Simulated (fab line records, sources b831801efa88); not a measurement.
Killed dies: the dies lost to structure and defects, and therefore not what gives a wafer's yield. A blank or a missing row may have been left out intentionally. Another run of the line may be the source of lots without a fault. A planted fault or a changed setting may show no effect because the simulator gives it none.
Which tool did it? | flow sky130 | 11 lots with 31 wafers sampled at 7 steps, on a route of 708 steps

WHAT THE GAUGES SHOWED, per wafer
SKY_LI_CONTACT_RS_MEAS_22: uses a four-point probe to measure.
lot  | measured     | on            | LI_CONTACT_W_RS (ohm/sq)
L956 | day 30 23:58 | film-metro-02 | 0.282 0.285 0.282
L957 | day 31 18:40 | film-metro-01 | 0.279 0.283 0.276
L960 | day 32 04:40 | film-metro-01 | 0.283 0.279 0.283
L962 | day 33 02:25 | film-metro-01 | 0.286 0.288 0.288
L963 | day 33 07:49 | film-metro-01 | 0.285 0.284 0.283
L964 | day 33 17:00 | film-metro-04 | 0.282 0.283 0.283
L965 | day 34 10:26 | film-metro-04 | 0.281
L967 | day 34 13:10 | film-metro-02 | 0.283 0.285 0.283
L970 | day 35 06:57 | film-metro-04 | 0.287 0.285 0.278
L973 | day 36 09:43 | film-metro-02 | 0.282 0.280 0.280
L974 | day 36 16:36 | film-metro-02 | 0.281 0.284 0.286

SKY_CONTACT_RS_MEAS_25: uses a four-point probe to measure.
lot  | measured     | on            | CONTACT_W_RS (ohm/sq)
L956 | day 33 10:55 | film-metro-04 | 0.344 0.340 0.344
L957 | day 34 04:37 | film-metro-04 | 0.336 0.336 0.334
L960 | day 34 15:18 | film-metro-04 | 0.344 0.341 0.339
L962 | day 35 13:27 | film-metro-04 | 0.347 0.339 0.342
L963 | day 35 17:20 | film-metro-01 | 0.349 0.352 0.352
L964 | day 36 02:26 | film-metro-01 | 0.328 0.332 0.335
L965 | day 36 19:50 | film-metro-01 | 0.480
L967 | day 36 22:10 | film-metro-04 | 0.345 0.479 0.346
L970 | day 37 15:47 | film-metro-04 | 0.345 0.338 0.341
L973 | day 38 18:07 | film-metro-03 | 0.345 0.343 0.342
L974 | day 38 23:28 | film-metro-03 | 0.340 0.342 0.341

SKY_CONTACT_THK_MEAS_26: measures by xrf.
lot  | measured     | on            | CONTACT_W_THK (nm)
L956 | day 33 11:00 | film-metro-04 | 348 353 349
L957 | day 34 04:44 | film-metro-04 | 355 355 357
L960 | day 34 15:25 | film-metro-04 | 345 347 354
L962 | day 35 13:34 | film-metro-04 | 343 352 351
L963 | day 35 17:28 | film-metro-01 | 331 331 331
L964 | day 36 02:33 | film-metro-01 | 354 349 348
L965 | day 36 19:56 | film-metro-01 | 243
L967 | day 36 22:16 | film-metro-04 | 344 247 344
L970 | day 37 15:54 | film-metro-04 | 347 356 349
L973 | day 38 18:14 | film-metro-03 | 339 337 339
L974 | day 38 23:35 | film-metro-03 | 340 340 340

SKY_METAL1_CD_MEAS_15 targets a cd of 140 nm.
lot  | measured     | on        | cd-nm (nm)
L956 | day 34 14:59 | cd-sem-01 | 142.1 141.4 142.7
L957 | day 35 08:13 | cd-sem-01 | 140.1 141.1 142.3
L960 | day 35 18:17 | cd-sem-01 | 138.8 140.1 141.5
L962 | day 36 16:55 | cd-sem-02 | 139.0 139.3 139.7
L963 | day 36 21:04 | cd-sem-01 | 139.8 142.1 142.1
L964 | day 37 05:41 | cd-sem-01 | 140.5 140.1 141.4
L965 | day 37 23:55 | cd-sem-01 | 141.6
L967 | day 38 01:25 | cd-sem-01 | 141.0 138.9 140.1
L970 | day 38 18:53 | cd-sem-01 | 139.7 138.3 139.5
L973 | day 39 20:27 | cd-sem-02 | 141.7 140.7 140.0
L974 | day 40 00:52 | cd-sem-01 | 140.2 141.2 141.5

WHICH TOOL RAN EACH LOT (tool, then ch and the chambers of the sampled wafers, then the start)
lot  | SKY_LOCAL_INTERCONNECT_STRIP_15      | SKY_CONTACT_CVD_24            | SKY_CONTACT_CMP_27
L956 | plasma-asher-02 ch 0,1, day 32 04:45 | cvd-w-02 ch 0,1, day 33 10:47 | cmp-01 ch 0,3, day 33 11:05
L957 | plasma-asher-01 ch 0, day 32 22:15   | cvd-w-02 ch 0, day 34 04:30   | cmp-02 ch 0,1, day 34 04:47
L960 | plasma-asher-01 ch 0,1, day 33 09:02 | cvd-w-01 ch 0,1, day 34 15:11 | cmp-02 ch 0,1,3, day 34 15:29
L962 | plasma-asher-04 ch 0,1, day 34 08:23 | cvd-w-02 ch 0,1, day 35 13:19 | cmp-01 ch 0,1,2, day 35 13:40
L963 | plasma-asher-04 ch 0,1, day 34 12:21 | cvd-w-02 ch 1, day 35 17:14   | cmp-01 ch 0,2,3, day 35 17:31
L964 | plasma-asher-01 ch 0,1, day 34 20:48 | cvd-w-01 ch 1, day 36 02:13   | cmp-02 ch 2,3, day 36 02:37
L965 | plasma-asher-02 ch 1, day 35 14:16   | cvd-w-02 ch 0, day 36 19:43   | cmp-02 ch 1, day 36 20:08
L967 | plasma-asher-02 ch 0,1, day 35 16:56 | cvd-w-02 ch 0,1, day 36 22:04 | cmp-01 ch 1,2, day 36 22:19
L970 | plasma-asher-04 ch 1, day 36 10:36   | cvd-w-01 ch 0,1, day 37 15:40 | cmp-01 ch 1,2, day 37 16:01
L973 | plasma-asher-04 ch 0,1, day 37 13:31 | cvd-w-01 ch 0,1, day 38 17:59 | cmp-02 ch 0,1,2, day 38 18:17
L974 | plasma-asher-01 ch 0,1, day 37 19:09 | cvd-w-01 ch 0,1, day 38 23:22 | cmp-02 ch 1,3, day 38 23:39
- SKY_LOCAL_INTERCONNECT_STRIP_15: strips in O2/N2.
- SKY_CONTACT_CVD_24: deposits W, target thk 340 nm, time 102.12 s.
- SKY_CONTACT_CMP_27: polishes, stops on SiO2, t overpolish 15 s, target thk 0 nm.

WHAT THE TOOLS THEMSELVES READ (means of the sampled wafers that have a number; where no wafer has one, the mark that the record gives instead)
SKY_LOCAL_INTERCONNECT_STRIP_15.
lot  | tool            | chamber-pressure-mTorr (mTorr) | drypump-motor-current-A (A) | oes-product-au (a.u.) | strip-time-to-endpoint-s (s)
L956 | plasma-asher-02 | 1499.1                         | 5.2                         | 0.421                 | 4.708
L957 | plasma-asher-01 | 1499.1                         | 5.3                         | 0.427                 | 4.721
L960 | plasma-asher-01 | 1498.8                         | 6.0                         | 0.427                 | 4.697
L962 | plasma-asher-04 | 1498.5                         | 6.2                         | 0.425                 | 4.718
L963 | plasma-asher-04 | 1500.0                         | 6.3                         | 0.423                 | 4.741
L964 | plasma-asher-01 | 1500.0                         | 6.0                         | 0.423                 | 4.752
L965 | plasma-asher-02 | 1498.2                         | 5.2                         | 0.419                 | 4.735
L967 | plasma-asher-02 | 1499.2                         | 5.2                         | 0.426                 | 4.729
L970 | plasma-asher-04 | 1499.7                         | 6.1                         | 0.429                 | 4.709
L973 | plasma-asher-04 | 1499.4                         | 6.3                         | 0.422                 | 4.700
L974 | plasma-asher-01 | 1500.0                         | 5.7                         | 0.421                 | 4.727

SKY_CONTACT_CVD_24.
lot  | tool     | heater-power-w (W) | susceptor-temp-C (C)
L956 | cvd-w-02 | 784                | 400.23
L957 | cvd-w-02 | 875                | 399.91
L960 | cvd-w-01 | 917                | 400.08
L962 | cvd-w-02 | 824                | 399.94
L963 | cvd-w-02 | 760                | 400.06
L964 | cvd-w-01 | 790                | 399.63
L965 | cvd-w-02 | 889                | 399.96
L967 | cvd-w-02 | 799                | 399.99
L970 | cvd-w-01 | 855                | 399.89
L973 | cvd-w-01 | 924                | 399.60
L974 | cvd-w-01 | 856                | 399.94

SKY_CONTACT_CMP_27.
lot  | tool   | head-pressure-psi (psi) | motor-current-A (A) | time-to-endpoint-s (s)
L956 | cmp-01 | 3.495                   | 12.4                | 84
L957 | cmp-02 | 3.505                   | 10.3                | 79
L960 | cmp-02 | 3.497                   | 10.3                | 80
L962 | cmp-01 | 3.504                   | 11.3                | 78
L963 | cmp-01 | 3.506                   | 11.6                | 79
L964 | cmp-02 | 3.493                   | 11.0                | 85
L965 | cmp-02 | 3.478                   | 11.2                | 51
L967 | cmp-01 | 3.492                   | 10.6                | 72
L970 | cmp-01 | 3.500                   | 10.8                | 81
L973 | cmp-02 | 3.499                   | 10.4                | 83
L974 | cmp-02 | 3.508                   | 11.0                | 82

THE ANSWER, worked out from the rows above alone
Rule: usual is defined by the lots themselves. Put in order of their means at a reading, lots are off if they are a third of the lots or fewer, leave a main group of 4 or more, and stand apart from it by a gap of 3 or more times the standard deviation of the main group's means; of several such gaps the widest counts. A main group is skipped when, at the precision printed for the reading in the tables above, its means are all equal. Also off: a lot with no number at a reading for which 4 or more lots have one. All remaining lots with rows at the step are treated as sound. First the gauges in route order, then the tools' own readings, where a lot's mean is used as printed above. At the first step where some lot is off, the reading lying furthest off is the one used; lots without a number count as furthest.
Off: L965, L967, at SKY_CONTACT_RS_MEAS_25 (CONTACT_W_RS). Main group: mean 0.341 ohm/sq, sd 0.0051.
A tool fits if, at a process step before that reading, it ran every lot that is off, and no sound lot after the first of them. The gauges at SKY_CONTACT_RS_MEAS_25 are tried like those tools. This does not decide it: 2 tools fit, namely plasma-asher-02 at SKY_LOCAL_INTERCONNECT_STRIP_15 and cvd-w-02 at SKY_CONTACT_CVD_24.

WHAT WAS PUT IN BY THE SIMULATOR
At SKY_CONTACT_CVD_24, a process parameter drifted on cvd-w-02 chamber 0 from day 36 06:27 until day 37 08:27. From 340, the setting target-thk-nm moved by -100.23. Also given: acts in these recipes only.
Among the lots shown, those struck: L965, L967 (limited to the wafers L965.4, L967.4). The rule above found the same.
